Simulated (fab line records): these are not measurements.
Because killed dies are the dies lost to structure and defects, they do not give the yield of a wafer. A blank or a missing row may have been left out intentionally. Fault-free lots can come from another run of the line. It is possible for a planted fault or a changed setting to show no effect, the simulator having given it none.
Chamber matching / flow sky130 / 4 sister chambers for SKY_VIA1_CMP_24 on cmp-01
The step polishes, stops on SiO2, t overpolish 15 s, target thk 0 nm. 27 wafers are shown with their chamber, then 12 later ones without.

WAFERS, EACH WITH ITS CHAMBER
wafer=L075.1; chamber=0; motor current A (A)=10.9; time to endpoint s (s)=63; overpolish run s (s)=15.001
wafer=L075.3; chamber=3; motor current A (A)=12.5; time to endpoint s (s)=65; overpolish run s (s)=14.996
wafer=L075.4; chamber=2; motor current A (A)=12.2; time to endpoint s (s)=57; overpolish run s (s)=15.011
wafer=L076.4; chamber=2; motor current A (A)=12.4; time to endpoint s (s)=59; overpolish run s (s)=15.002
wafer=L076.5; chamber=1; motor current A (A)=10.9; time to endpoint s (s)=62; overpolish run s (s)=15.010
wafer=L076.6; chamber=2; motor current A (A)=12.7; time to endpoint s (s)=58; overpolish run s (s)=15.003
wafer=L079.1; chamber=3; motor current A (A)=13.5; time to endpoint s (s)=63; overpolish run s (s)=15.004
wafer=L079.2; chamber=1; motor current A (A)=10.7; time to endpoint s (s)=60; overpolish run s (s)=14.998
wafer=L079.3; chamber=0; motor current A (A)=10.3; time to endpoint s (s)=64; overpolish run s (s)=14.975
wafer=L081.1; chamber=1; motor current A (A)=11.1; time to endpoint s (s)=61; overpolish run s (s)=15.004
wafer=L081.2; chamber=0; motor current A (A)=10.3; time to endpoint s (s)=65; overpolish run s (s)=15.007
wafer=L081.4; chamber=2; motor current A (A)=12.5; time to endpoint s (s)=62; overpolish run s (s)=15.009
wafer=L082.1; chamber=0; motor current A (A)=10.0; time to endpoint s (s)=65; overpolish run s (s)=14.985
wafer=L082.4; chamber=3; motor current A (A)=13.2; time to endpoint s (s)=65; overpolish run s (s)=15.000
wafer=L082.6; chamber=2; motor current A (A)=11.3; time to endpoint s (s)=62; overpolish run s (s)=14.999
wafer=L084.2; chamber=1; motor current A (A)=11.1; time to endpoint s (s)=63; overpolish run s (s)=14.996
wafer=L084.4; chamber=3; motor current A (A)=13.4; time to endpoint s (s)=67; overpolish run s (s)=14.992
wafer=L084.5; chamber=3; motor current A (A)=13.2; time to endpoint s (s)=64; overpolish run s (s)=15.002
wafer=L083.2; chamber=0; motor current A (A)=10.6; time to endpoint s (s)=61; overpolish run s (s)=14.988
wafer=L083.4; chamber=3; motor current A (A)=13.1; time to endpoint s (s)=65; overpolish run s (s)=15.005
wafer=L083.6; chamber=3; motor current A (A)=14.1; time to endpoint s (s)=63; overpolish run s (s)=15.002
wafer=L085.1; chamber=3; motor current A (A)=13.0; time to endpoint s (s)=68; overpolish run s (s)=14.994
wafer=L085.2; chamber=2; motor current A (A)=12.6; time to endpoint s (s)=59; overpolish run s (s)=14.992
wafer=L085.3; chamber=0; motor current A (A)=10.8; time to endpoint s (s)=65; overpolish run s (s)=15.003
wafer=L087.2; chamber=0; motor current A (A)=10.7; time to endpoint s (s)=66; overpolish run s (s)=15.003
wafer=L087.4; chamber=3; motor current A (A)=14.0; time to endpoint s (s)=60; overpolish run s (s)=14.993
wafer=L087.6; chamber=3; motor current A (A)=13.2; time to endpoint s (s)=69; overpolish run s (s)=14.996

SIGNATURES, as means of the wafers listed above
reading=motor current A; chamber 0=10.514; chamber 1=10.950; chamber 2=12.283; chamber 3=13.320; scatter within a chamber=0.418
reading=time to endpoint s; chamber 0=64.14; chamber 1=61.50; chamber 2=59.50; chamber 3=64.90; scatter within a chamber=2.15
reading=overpolish run s; chamber 0=14.99457; chamber 1=15.00200; chamber 2=15.00267; chamber 3=14.99840; scatter within a chamber=0.00785
Rule: a wafer lies at a distance from a chamber equal to the root of the sum of squares, over the readings, of (its reading less the chamber's mean, divided by the reading's scatter). If the next closest chamber is less than 2 further off than the closest, the wafer can't be placed; otherwise it belongs to the closest. The scatter is the square root of a quotient: the sum, over the shown wafers, of each reading's squared deviation from its chamber's mean, divided by wafers minus chambers.

WAFERS MISSING THEIR CHAMBER
wafer=L089.2; motor current A (A)=10.5; time to endpoint s (s)=63; overpolish run s (s)=15.001
wafer=L089.3; motor current A (A)=12.3; time to endpoint s (s)=63; overpolish run s (s)=14.997
wafer=L089.4; motor current A (A)=13.6; time to endpoint s (s)=62; overpolish run s (s)=15.004
wafer=L091.1; motor current A (A)=10.9; time to endpoint s (s)=64; overpolish run s (s)=14.999
wafer=L091.4; motor current A (A)=13.7; time to endpoint s (s)=66; overpolish run s (s)=15.015
wafer=L091.5; motor current A (A)=11.7; time to endpoint s (s)=61; overpolish run s (s)=14.998
wafer=L093.1; motor current A (A)=12.3; time to endpoint s (s)=59; overpolish run s (s)=15.002
wafer=L093.2; motor current A (A)=11.0; time to endpoint s (s)=61; overpolish run s (s)=15.007
wafer=L093.6; motor current A (A)=11.3; time to endpoint s (s)=64; overpolish run s (s)=14.994
wafer=L094.4; motor current A (A)=11.6; time to endpoint s (s)=60; overpolish run s (s)=15.010
wafer=L094.5; motor current A (A)=11.1; time to endpoint s (s)=64; overpolish run s (s)=15.004
wafer=L094.6; motor current A (A)=13.2; time to endpoint s (s)=61; overpolish run s (s)=14.998

WHICH CHAMBER EACH ONE RAN IN
wafer=L089.2; from the rows above=can't be placed: 0 or 1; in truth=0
wafer=L089.3; from the rows above=can't be placed: 2 or 3 or 1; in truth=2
wafer=L089.4; from the rows above=can't be placed: 3 or 2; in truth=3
wafer=L091.1; from the rows above=can't be placed: 0 or 1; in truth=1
wafer=L091.4; from the rows above=3; in truth=3
wafer=L091.5; from the rows above=can't be placed: 2 or 1 or 0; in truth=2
wafer=L093.1; from the rows above=2; in truth=2
wafer=L093.2; from the rows above=can't be placed: 1 or 0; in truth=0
wafer=L093.6; from the rows above=can't be placed: 1 or 0 or 2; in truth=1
wafer=L094.4; from the rows above=can't be placed: 2 or 1 or 0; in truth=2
wafer=L094.5; from the rows above=can't be placed: 1 or 0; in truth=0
wafer=L094.6; from the rows above=can't be placed: 3 or 2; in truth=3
2 of 12 placed correctly. Not placeable from these rows: 10 (in 10, the candidates include the true chamber). Wrongly placed: 0.
